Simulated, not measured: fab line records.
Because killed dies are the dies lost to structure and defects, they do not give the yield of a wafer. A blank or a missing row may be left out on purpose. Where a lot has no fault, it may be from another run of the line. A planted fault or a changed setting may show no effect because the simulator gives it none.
fab line records ; flow gf180mcu
record lots=14; wafers=42; last_day=34
route steps=602 shown HV_LDD@186 NSD@242 PSD@258
lots that met no fault: from a run of the same line without faults
start_h: hours from the record's first day to the start of the lot's first wafer shown ; wait_h: hours since the lot's step before ; " unchanged from the row above ; L1.1+2: one row covering several wafers at once ; - either no value or no given start ; * or withheld: withheld ; < > ~ a bound
route shown NAME@n: NAME is a module with steps in the file, n the number in the route of the first one ; usual: mean/standard deviation of fault-free wafers ; same: alike in all rows ; chamber/n: place in a boat ; sites: per-site readings ; _std_site: standard deviation across them ; _edge_site: outer sites' mean less inner sites' ; radius_mm: for every site, how far away it sits from the centre of the wafer ; mask NAME#n: copy n ; behind: tool/chamber where the wafer was last shaped ; hold: what put the lot on hold/how long, in hours/how the hold closed ; device: which transistor (n, p or np) failed to switch ; end of line: tests run on the same wafers once the route is complete ; a step without rows: its recipe alone ; killed: dies that structure and defects cost at the first sort, which is not the same as the wafer's yield ; map: a wafer's dies, x killed, . not, _ none there
set.NAME: the setting the step ran with; set.NAME@STEP: the setting that earlier step ran with ; model.NAME: the simulator's own value behind a step, which no gauge read
one table for each step of the route and one row for each wafer, over a sample of lots
services: from which hour (start_h, from the record's first day; less than 0 if before it) a tool's chamber was out of use, for how many hours, and why
## steps
# step GF_HV_LDD_STRIP_10
# recipe chemistry=O2/N2; power_w=1400; pressure_mtorr=1500; platen_temp_c=250; o2_flow_sccm=3000; n2_flow_sccm=300; overash_fraction=0.5
# usual chamber_pressure_mTorr=1500.0/1.3; drypump_motor_current_A=6.1/0.51; heater_power_w=351/24; oes_product_au=0.717/0.0045; strip_time_to_endpoint_s=12.63/0.035
lot.wafer;tool;chamber;start_h;wait_h;chamber_pressure_mTorr;drypump_motor_current_A;heater_power_w;oes_product_au;rf_hours_counter_h;strip_time_to_endpoint_s
L841.1;plasma_asher-02;0;218.73;0.1;1497.5;5.0;347;0.717;58;12.59
L841.4;plasma_asher-02;0;218.73;0.1;1498.4;5.0;341;0.724;-;12.59
L841.5;plasma_asher-02;0;218.73;0.1;1501.2;5.0;343;0.720;-;12.59
L844.2;plasma_asher-02;0;237.47;0.1;1500.1;5.1;349;0.713;60;12.69
L844.4;plasma_asher-02;0;237.47;0.1;1500.7;5.0;338;0.719;-;12.67
L844.5;plasma_asher-02;1;237.47;0.1;1501.6;5.9;402;0.710;-;12.71
L848.1;plasma_asher-04;1;266.02;0.1;1498.3;6.4;345;0.717;63;12.66
L848.2;plasma_asher-04;0;266.02;0.1;1500.4;6.3;319;0.722;63;12.63
L848.5;plasma_asher-04;0;266.02;0.1;1500.2;6.2;317;0.716;-;12.63
L849.2;plasma_asher-01;0;273.92;0.1;1499.4;6.6;359;0.715;51;12.66
L849.3;plasma_asher-01;0;273.92;0.1;1500.3;6.6;367;0.715;-;12.62
L849.4;plasma_asher-01;1;273.92;0.1;1497.6;6.3;336;0.717;-;12.61
L853.1;plasma_asher-01;0;303.57;0.1;1497.4;6.6;358;0.722;53;12.63
L853.3;plasma_asher-01;0;303.57;0.1;1500.4;6.6;347;0.719;-;12.64
L853.6;plasma_asher-01;1;303.57;0.1;1503.0;6.3;348;0.713;-;12.68
L854.1;plasma_asher-01;1;309.32;0.1;1501.9;6.3;331;0.711;53;12.64
L854.4;plasma_asher-01;0;309.32;0.1;1500.7;6.6;365;0.726;-;12.60
L854.5;plasma_asher-01;0;309.32;0.1;1499.2;6.6;354;0.715;-;12.62
L855.2;plasma_asher-01;0;325.67;0.1;1498.4;6.6;347;0.715;55;12.64
L855.3;plasma_asher-01;1;325.67;0.1;1499.8;6.3;336;0.714;-;12.61
L855.5;plasma_asher-01;0;325.67;0.1;1498.1;6.6;345;0.714;-;12.59
L856.2;plasma_asher-04;1;329.27;0.1;1498.6;6.4;347;0.721;71;12.62
L856.3;plasma_asher-04;1;329.27;0.1;1501.3;6.4;346;0.719;-;12.69
L856.4;plasma_asher-04;0;329.27;0.1;1501.2;6.2;331;0.711;-;12.64
L857.1;plasma_asher-01;1;329.52;0.1;1497.7;6.2;350;0.716;55;12.62
L857.2;plasma_asher-01;0;329.52;0.1;1498.9;6.6;356;0.718;55;12.63
L857.5;plasma_asher-01;1;329.52;0.1;1498.1;6.3;327;0.723;-;12.68
L858.1;plasma_asher-01;0;349.62;0.1;1500.5;6.6;352;0.718;57;12.69
L858.5;plasma_asher-01;0;349.62;0.1;1498.5;6.6;352;0.712;-;12.66
L858.6;plasma_asher-01;1;349.62;0.1;1499.2;6.3;343;0.716;-;12.67
L859.1;plasma_asher-04;0;358.92;0.1;1500.0;6.2;328;0.721;73;12.67
L859.2;plasma_asher-04;1;358.92;0.1;1498.2;6.4;348;0.710;73;12.68
L859.5;plasma_asher-04;1;358.92;0.1;1499.3;6.4;332;0.716;-;12.62
L861.1;plasma_asher-02;0;373.18;0.1;1499.6;5.1;345;0.721;74;12.58
L861.2;plasma_asher-02;1;373.18;0.1;1498.8;5.9;411;0.722;74;12.59
L861.3;plasma_asher-02;1;373.18;0.1;1504.9;5.9;401;0.718;-;12.63
L862.1;plasma_asher-04;0;378.13;0.1;1500.0;6.2;318;0.719;75;12.62
L862.3;plasma_asher-04;1;378.13;0.1;1499.4;6.4;350;0.719;-;12.58
L862.4;plasma_asher-04;0;378.13;0.1;1499.1;6.2;325;0.717;-;12.60
L864.2;plasma_asher-01;0;393.52;0.1;1499.0;6.6;348;0.717;62;12.62
L864.5;plasma_asher-01;0;393.52;0.1;1499.9;6.6;357;0.722;-;12.59
L864.6;plasma_asher-01;1;393.52;0.1;1502.1;6.3;349;0.722;-;12.62
# step GF_HV_LDD_CD_MEAS_46
# recipe target_cd_nm=400
# usual cd_nm=399.1/2.8
lot.wafer;tool;chamber;start_h;wait_h;cd_nm
L841.1;cd_sem-02;-;274.51;0.1;403.8
L841.4;cd_sem-02;-;274.51;0.1;404.4
L841.5;cd_sem-02;-;274.51;0.1;400.1
L844.2;cd_sem-01;-;294.98;0.1;404.4
L844.4;cd_sem-01;-;294.98;0.1;403.4
L844.5;cd_sem-01;-;294.98;0.1;404.4
L848.1;cd_sem-01;-;327.67;0.1;395.1
L848.2;cd_sem-01;-;327.67;0.1;399.0
L848.5;cd_sem-01;-;327.67;0.1;393.3
L849.2;cd_sem-01;-;334.89;0.1;404.7
L849.3;cd_sem-01;-;334.89;0.1;401.7
L849.4;cd_sem-01;-;334.89;0.1;402.9
L853.1;cd_sem-02;-;369.12;0.1;398.5
L853.3;cd_sem-02;-;369.12;0.1;397.6
L853.6;cd_sem-02;-;369.12;0.1;397.2
L854.1;cd_sem-01;-;374.87;0.1;400.4
L854.4;cd_sem-01;-;374.87;0.1;401.3
L854.5;cd_sem-01;-;374.87;0.1;401.6
L855.2;cd_sem-01;-;393.33;0.1;400.1
L855.3;cd_sem-01;-;393.33;0.1;403.2
L855.5;cd_sem-01;-;393.33;0.1;401.2
L856.2;cd_sem-01;-;396.55;0.3;400.8
L856.3;cd_sem-01;-;396.55;0.3;398.2
L856.4;cd_sem-01;-;396.55;0.3;397.7
L857.1;cd_sem-02;-;398.01;0.1;398.7
L857.2;cd_sem-02;-;398.01;0.1;401.6
L857.5;cd_sem-02;-;398.01;0.1;399.2
L858.1;cd_sem-02;-;418.87;0.1;395.8
L858.5;cd_sem-02;-;418.87;0.1;398.8
L858.6;cd_sem-02;-;418.87;0.1;396.8
L859.1;cd_sem-01;-;428.77;0.1;396.4
L859.2;cd_sem-01;-;428.77;0.1;396.7
L859.5;cd_sem-01;-;428.77;0.1;396.5
L861.1;cd_sem-02;-;442.92;0.1;400.6
L861.2;cd_sem-02;-;442.92;0.1;399.4
L861.3;cd_sem-02;-;442.92;0.1;399.8
L862.1;cd_sem-02;-;448.77;0.1;397.2
L862.3;cd_sem-02;-;448.77;0.1;395.1
L862.4;cd_sem-02;-;448.77;0.1;396.5
L864.2;cd_sem-02;-;465.38;0.1;399.4
L864.5;cd_sem-02;-;465.38;0.1;400.8
L864.6;cd_sem-02;-;465.38;0.1;404.6
# step GF_NSD_CD_MEAS_07
# recipe target_cd_nm=400
# usual cd_nm=399.5/2.1
lot.wafer;tool;chamber;start_h;wait_h;cd_nm
L841.1;cd_sem-02;-;297.77;0.1;397.7
L841.4;cd_sem-02;-;297.77;0.1;400.1
L841.5;cd_sem-02;-;297.77;0.1;395.7
L844.2;cd_sem-01;-;319.94;0.1;401.8
L844.4;cd_sem-01;-;319.94;0.1;400.5
L844.5;cd_sem-01;-;319.94;0.1;398.9
L848.1;cd_sem-02;-;351.96;0.1;402.3
L848.2;cd_sem-02;-;351.96;0.1;401.3
L848.5;cd_sem-02;-;351.96;0.1;402.4
L849.2;cd_sem-01;-;359.83;0.1;396.9
L849.3;cd_sem-01;-;359.83;0.1;396.5
L849.4;cd_sem-01;-;359.83;0.1;393.8
L853.1;cd_sem-01;-;394.91;0.1;400.3
L853.3;cd_sem-01;-;394.91;0.1;399.7
L853.6;cd_sem-01;-;394.91;0.1;399.6
L854.1;cd_sem-01;-;401.21;0.1;398.6
L854.4;cd_sem-01;-;401.21;0.1;399.0
L854.5;cd_sem-01;-;401.21;0.1;401.3
L855.2;cd_sem-01;-;419.43;0.1;401.1
L855.3;cd_sem-01;-;419.43;0.1;398.2
L855.5;cd_sem-01;-;419.43;0.1;399.1
L856.2;cd_sem-01;-;423.24;0.1;401.2
L856.3;cd_sem-01;-;423.24;0.1;398.6
L856.4;cd_sem-01;-;423.24;0.1;401.2
L857.1;cd_sem-02;-;425.66;0.1;398.9
L857.2;cd_sem-02;-;425.66;0.1;400.1
L857.5;cd_sem-02;-;425.66;0.1;399.3
L858.1;cd_sem-02;-;446.07;0.1;396.7
L858.5;cd_sem-02;-;446.07;0.1;398.3
L858.6;cd_sem-02;-;446.07;0.1;398.9
L859.1;cd_sem-02;-;454.96;0.1;397.4
L859.2;cd_sem-02;-;454.96;0.1;397.0
L859.5;cd_sem-02;-;454.96;0.1;398.6
L861.1;cd_sem-02;-;470.51;0.1;403.0
L861.2;cd_sem-02;-;470.51;0.1;402.7
L861.3;cd_sem-02;-;470.51;0.1;400.6
L862.1;cd_sem-02;-;476.51;0.1;397.4
L862.3;cd_sem-02;-;476.51;0.1;398.4
L862.4;cd_sem-02;-;476.51;0.1;396.6
L864.2;cd_sem-02;-;491.78;0.1;399.9
L864.5;cd_sem-02;-;491.78;0.1;397.7
L864.6;cd_sem-02;-;491.78;0.1;398.5
# step GF_PSD_STRIP_10
# recipe chemistry=O2/N2; power_w=1400; pressure_mtorr=1500; platen_temp_c=250; o2_flow_sccm=3000; n2_flow_sccm=300; overash_fraction=0.5
# usual chamber_pressure_mTorr=1500/3.9; drypump_motor_current_A=5.9/0.43; heater_power_w=342/25; oes_product_au=0.591/0.0047; strip_time_to_endpoint_s=16.63/0.037
lot.wafer;tool;chamber;start_h;wait_h;chamber_pressure_mTorr;drypump_motor_current_A;heater_power_w;oes_product_au;rf_hours_counter_h;strip_time_to_endpoint_s
L841.1;plasma_asher-03;0;318.82;0.1;1499;5.7;344;0.601;18;16.56
L841.4;plasma_asher-03;1;318.82;0.1;1502;5.6;321;0.594;-;16.57
L841.5;plasma_asher-03;0;318.82;0.1;1501;5.7;349;0.585;-;16.54
L844.2;plasma_asher-03;0;341.22;0.1;1499;5.7;349;0.600;21;16.59
L844.4;plasma_asher-03;1;341.22;0.1;1502;5.6;318;0.592;-;16.63
L844.5;plasma_asher-03;1;341.22;0.1;1499;5.6;319;0.595;-;16.63
L848.1;plasma_asher-03;0;374.87;0.1;-;-;-;-;-;-
L848.2;plasma_asher-03;1;374.87;0.1;-;-;-;-;-;-
L848.5;plasma_asher-03;0;374.87;0.1;-;-;-;-;-;-
L849.2;plasma_asher-04;0;382.77;0.1;-;-;-;-;-;-
L849.3;plasma_asher-04;0;382.77;0.1;-;-;-;-;-;-
L849.4;plasma_asher-04;1;382.77;0.1;-;-;-;-;-;-
L853.1;plasma_asher-04;1;418.52;0.1;1499;6.4;343;0.589;80;16.64
L853.3;plasma_asher-04;0;418.52;0.1;1500;6.2;319;0.593;-;16.67
L853.6;plasma_asher-04;0;418.52;0.1;1503;6.2;325;0.592;-;16.65
L854.1;plasma_asher-04;0;425.32;0.1;1501;6.2;322;0.592;81;16.63
L854.4;plasma_asher-04;0;425.32;0.1;1499;6.2;320;0.585;-;16.61
L854.5;plasma_asher-04;0;425.32;0.1;1501;6.2;318;0.595;-;16.60
L855.2;plasma_asher-02;1;444.17;0.1;1501;5.9;399;0.594;1;16.62
L855.3;plasma_asher-02;0;444.17;0.1;1498;5.0;345;0.592;-;16.56
L855.5;plasma_asher-02;1;444.17;0.1;1499;5.9;400;0.599;-;16.54
L856.2;plasma_asher-02;0;448.12;0.1;1499;5.0;347;0.590;2;16.68
L856.3;plasma_asher-02;0;448.12;0.1;1500;5.0;345;0.593;-;16.62
L856.4;plasma_asher-02;1;448.12;0.1;1500;5.9;399;0.600;-;16.62
L857.1;plasma_asher-04;1;451.07;0.1;1502;6.4;342;0.587;84;16.61
L857.2;plasma_asher-04;0;451.07;0.1;1500;6.2;325;0.595;84;16.60
L857.5;plasma_asher-04;0;451.07;0.1;1502;6.2;316;0.593;-;16.63
L858.1;plasma_asher-04;0;471.12;0.1;1501;6.2;319;0.592;86;16.64
L858.5;plasma_asher-04;1;471.12;0.1;1500;6.4;340;0.598;-;16.63
L858.6;plasma_asher-04;0;471.12;0.1;1498;6.2;318;0.593;-;16.64
L859.1;plasma_asher-04;0;479.72;0.1;1499;6.2;314;0.588;87;16.63
L859.2;plasma_asher-04;1;479.72;0.1;1500;6.4;345;0.588;87;16.66
L859.5;plasma_asher-04;1;479.72;0.1;1501;6.4;342;0.587;-;16.66
L861.1;plasma_asher-04;0;495.57;0.1;1502;6.2;324;0.586;88;16.61
L861.2;plasma_asher-04;1;495.57;0.1;1500;6.4;341;0.598;88;16.67
L861.3;plasma_asher-04;1;495.57;0.1;1500;6.4;343;0.590;-;16.64
L862.1;plasma_asher-04;0;500.79;0.1;1500;6.2;323;0.580;89;16.64
L862.3;plasma_asher-04;0;500.79;0.1;1502;6.2;319;0.585;-;16.62
L862.4;plasma_asher-04;1;500.79;0.1;1497;6.4;348;0.594;-;16.64
L864.2;plasma_asher-03;0;515.92;0.1;1498;5.7;343;0.594;39;16.62
L864.5;plasma_asher-03;0;515.92;0.1;1501;5.7;347;0.597;-;16.63
L864.6;plasma_asher-03;1;515.92;0.1;1501;5.7;314;0.592;-;16.62
## services
tool;chamber;start_h;hours;kind
plasma_asher-04;-;212.34;2.5;repair
plasma_asher-01;-;250.46;2.8;pm
plasma_asher-01;-;281.07;15.6;pm
plasma_asher-03;-;281.59;3.2;repair
plasma_asher-01;-;308.23;0.4;repair
plasma_asher-03;-;398.71;2.3;repair
plasma_asher-02;-;421.25;9.0;pm
plasma_asher-02;0;421.25;9.0;vent_cycle
plasma_asher-02;1;421.25;9.0;vent_cycle
plasma_asher-02;0;430.25;-;clean
plasma_asher-02;1;430.25;-;clean
## key
first_sign step=GF_PSD_STRIP_10; reading=tool_record; direction=missing
effect none on later readings
met_at GF_PSD_STRIP_10
struck_lots L848,L849
later_rows_left_out L848.1,L848.2,L848.5,L849.2,L849.3,L849.4
sort_left_out L848.1,L848.2,L848.5,L849.2,L849.3,L849.4
tester_left_out L848,L849
not_acting_at GF_HV_LDD_STRIP_10,GF_HV_LDD_CD_MEAS_46,GF_NSD_CD_MEAS_07
onset_between 341.22 374.87
fault kind=skipped_step_whole; tool=plasma_asher-03,plasma_asher-04; chamber=-; onset_h=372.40; steps=GF_PSD_STRIP_10; scope=struck_lots_only
# tester_left_out: of these lots the tester's yield and bins aren't shown, on N5 and GAA mostly nor the transistor test; their killed dies are dies lost to structure and defects alone, not to doping, threshold or leakage, so they don't give the yield
# sort_left_out: the simulated sort isn't trusted on such a fault, so these wafers' sort isn't shown, and their yield isn't known
# later_rows_left_out: the simulator's readings of these wafers behind a module that went badly wrong aren't trusted and aren't shown, but for the sort
